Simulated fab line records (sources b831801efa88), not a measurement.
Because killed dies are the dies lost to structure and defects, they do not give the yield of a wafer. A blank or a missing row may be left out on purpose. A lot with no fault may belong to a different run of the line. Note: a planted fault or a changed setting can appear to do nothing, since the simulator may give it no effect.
The tool behind it: which one? / flow sky130 / 10 lots with 30 wafers sampled at 3 steps, on a route of 708 steps

WHAT EACH GAUGE READ, for each wafer
SKY_METAL2_OVL_MEAS_16.
lot=L607; measured=day 34 19:12; on=overlay-02; METAL2_OVL (nm)=1 -3 8
lot=L608; measured=day 35 15:05; on=overlay-01; METAL2_OVL (nm)=-7 -1 -5
lot=L612; measured=day 37 07:58; on=overlay-01; METAL2_OVL (nm)=-11 -11 -2
lot=L614; measured=day 37 18:14; on=overlay-02; METAL2_OVL (nm)=-7 -6 -2
lot=L619; measured=day 39 10:22; on=overlay-01; METAL2_OVL (nm)=6 0 1
lot=L620; measured=day 39 16:55; on=overlay-02; METAL2_OVL (nm)=6 0 -9
lot=L621; measured=day 39 18:51; on=overlay-02; METAL2_OVL (nm)=6 -2 3
lot=L627; measured=day 41 06:19; on=overlay-02; METAL2_OVL (nm)=1 13 -3
lot=L628; measured=day 41 10:16; on=overlay-02; METAL2_OVL (nm)=6 2 1
lot=L629; measured=day 41 18:26; on=overlay-01; METAL2_OVL (nm)=-8 -11 -2

WHAT TOOL EACH LOT RAN ON (gives the tool, then ch and the chambers of the sampled wafers, and finally the start)
lot=L607; SKY_METAL1_ETCH_18=rieMetal-03 ch 0,1, day 32 12:00; SKY_VIA1_CVD_21=cvdW-02 ch 0,1, day 33 16:04
lot=L608; SKY_METAL1_ETCH_18=rieMetal-01 ch 0,1, day 33 08:41; SKY_VIA1_CVD_21=cvdW-01 ch 0,1, day 34 11:29
lot=L612; SKY_METAL1_ETCH_18=rieMetal-04 ch 0,1, day 35 00:15; SKY_VIA1_CVD_21=cvdW-01 ch 0,1, day 36 05:08
lot=L614; SKY_METAL1_ETCH_18=rieMetal-04 ch 0,1, day 35 11:29; SKY_VIA1_CVD_21=cvdW-01 ch 0,1, day 36 15:23
lot=L619; SKY_METAL1_ETCH_18=rieMetal-03 ch 0,1, day 37 05:32; SKY_VIA1_CVD_21=cvdW-02 ch 0,1, day 38 09:06
lot=L620; SKY_METAL1_ETCH_18=rieMetal-03 ch 0, day 37 11:55; SKY_VIA1_CVD_21=cvdW-01 ch 0,1, day 38 16:12
lot=L621; SKY_METAL1_ETCH_18=rieMetal-03 ch 0,1, day 37 14:25; SKY_VIA1_CVD_21=cvdW-01 ch 0,1, day 38 18:24
lot=L627; SKY_METAL1_ETCH_18=rieMetal-04 ch 0,1, day 39 03:08; SKY_VIA1_CVD_21=cvdW-01 ch 1, day 40 05:20
lot=L628; SKY_METAL1_ETCH_18=rieMetal-04 ch 0,1, day 39 07:45; SKY_VIA1_CVD_21=cvdW-02 ch 0,1, day 40 09:56
lot=L629; SKY_METAL1_ETCH_18=rieMetal-01 ch 0,1, day 39 16:39; SKY_VIA1_CVD_21=cvdW-02 ch 0,1, day 40 18:53
- SKY_METAL1_ETCH_18: etches BARC in N2/H2, stops on SiO2, time 45.9 s, target depth 60 nm.
- SKY_VIA1_CVD_21: deposits W, target thk 270 nm, time 80.902 s.

THE ANSWER, worked out from the rows above alone
Rule: usual is defined by the lots themselves. Put in order of their means at a reading, lots are off if they are a third of the lots or fewer, leave a main group of 4 or more, and stand apart from it by a gap of 3 or more times the standard deviation of the main group's means; of several such gaps the widest counts. If all means in a main group match to the digits the tables above print for the reading, that group is not used. Also off: a lot with no number at a reading for which 4 or more lots have one. All remaining lots with rows at the step are treated as sound.
None of the lots is off at any reading shown; this tells nothing.

WHAT HAD BEEN PUT IN BY THE SIMULATOR
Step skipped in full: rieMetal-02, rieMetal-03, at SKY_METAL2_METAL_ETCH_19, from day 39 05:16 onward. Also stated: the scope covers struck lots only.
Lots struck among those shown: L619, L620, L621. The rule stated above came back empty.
